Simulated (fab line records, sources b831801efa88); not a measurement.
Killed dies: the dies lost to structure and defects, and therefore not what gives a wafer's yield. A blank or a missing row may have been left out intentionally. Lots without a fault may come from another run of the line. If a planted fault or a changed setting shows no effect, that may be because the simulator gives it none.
One fault seen from 2 desks + flow gf180mcu + each desk has only its own numbers; what lay behind them comes last

FOR THE TOOL OWNER'S DESK: pvd-sputter-03
The tool's own readings at GF_M1_SPUTTER_04 (material TiN, target thk 50 nm, time 41.7 s): means of the sampled wafers that have a number, for each lot that ran on this tool. Any lot whose mean is over 4 standard deviations away from the usual mean is out of limits and marked OUT; that distance is given in the brackets.
Columns: A = chamber-pressure-pa at GF_M1_SPUTTER_04, usual 0.4000 Pa; B = throttle-valve-pct at GF_M1_SPUTTER_04, usual 29.9 %
| lot  | first seen here | A      | B    |
|------|-----------------|--------|------|
| L938 | day 16 04:03    | 0.3999 | 30.0 |
| L941 | day 17 02:50    | 0.3997 | 30.0 |
| L942 | day 17 18:01    | 0.4010 | 30.2 |
| L949 | day 20 10:17    | 0.4003 | 30.0 |
| L952 | day 21 04:26    | 0.3994 | 30.1 |
This desk's verdict: no lot among the 5 shows anything out of limits.

METROLOGY DESK
Lot by lot, what the gauges showed, no matter which tool ran the lot: averages of those sampled wafers that carry a number. Any lot whose mean is over 4 standard deviations away from the usual mean is out of limits and marked OUT; that distance is given in the brackets.
Columns: A = M1_ALCU_THK at GF_M1_THK_MEAS_06, usual 444 nm
| lot  | first seen here | A   |
|------|-----------------|-----|
| L938 | day 16 04:14    | 446 |
| L941 | day 17 03:00    | 443 |
| L942 | day 17 18:11    | 443 |
| L946 | day 19 10:23    | 453 |
| L949 | day 20 10:26    | 456 |
| L952 | day 21 04:35    | 455 |
| L954 | day 22 05:44    | 446 |
| L955 | day 22 14:52    | 445 |
| L956 | day 22 19:36    | 441 |
| L959 | day 23 15:22    | 435 |
This desk's verdict: no lot among the 10 shows anything out of limits.

ALL TOGETHER
The tool owner's desk saw nothing out of limits.
The metrology desk saw nothing out of limits.

WHAT THE SIMULATOR HAD INSERTED
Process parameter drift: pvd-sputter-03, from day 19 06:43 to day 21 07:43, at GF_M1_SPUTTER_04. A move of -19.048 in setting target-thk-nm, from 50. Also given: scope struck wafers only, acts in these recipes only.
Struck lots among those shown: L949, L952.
